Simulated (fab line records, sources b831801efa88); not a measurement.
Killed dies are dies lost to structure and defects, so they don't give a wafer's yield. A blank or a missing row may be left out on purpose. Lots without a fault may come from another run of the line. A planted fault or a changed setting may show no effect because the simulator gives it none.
One fault seen from 2 desks | flow sky130 | each desk has only its own numbers; what lay behind them comes last

THE TOOL OWNER'S DESK: cmp-02
The tool's own readings at SKY_VIA2_CMP_02 (polishes SiO2): means of the sampled wafers that have a number, for each lot that ran on this tool. A lot is out of limits, marked OUT, if its mean lies more than 4 standard deviations from the usual mean; the brackets give that distance.
Columns: A = motor_current_A at SKY_VIA2_CMP_02, usual 12.6 A
lot  | first seen here | A
L558 | day 37 03:02    | 11.9
L561 | day 37 22:37    | 11.4
L562 | day 38 06:34    | 11.5
L563 | day 38 08:57    | 12.1
L567 | day 39 17:32    | 11.6
L576 | day 42 02:46    | 13.1
This desk's finding: nothing out of limits on any of the 6 lots.

THE METROLOGY DESK
What the gauges read, lot by lot, whatever tool the lot ran on: means of the sampled wafers that have a number. A lot is out of limits, marked OUT, if its mean lies more than 4 standard deviations from the usual mean; the brackets give that distance.
Columns: A = LDD_HVP_TW at SKY_LDD_HVP_TW_MEAS_10, usual 456; B = VIA2_BOW at SKY_VIA2_BOW_MEAS_03, usual 86 um
lot  | first seen here | A   | B
L557 | day 23 06:19    | 459 | 89
L558 | day 23 21:03    | 450 | 93
L561 | day 24 12:23    | 457 | 85
L562 | day 25 07:36    | 453 | 86
L563 | day 25 07:54    | 454 | 93
L564 | day 25 18:01    | 450 | 82
L566 | day 26 02:25    | 454 | 87
L567 | day 26 20:51    | 454 | 83
L575 | day 29 09:13    | 461 | 77
L576 | day 29 15:59    | 462 | 81
This desk's finding: nothing out of limits on any of the 10 lots.

PUT TOGETHER
The tool owner's desk saw nothing out of limits.
The metrology desk saw nothing out of limits.

WHAT THE SIMULATOR HAD PUT IN
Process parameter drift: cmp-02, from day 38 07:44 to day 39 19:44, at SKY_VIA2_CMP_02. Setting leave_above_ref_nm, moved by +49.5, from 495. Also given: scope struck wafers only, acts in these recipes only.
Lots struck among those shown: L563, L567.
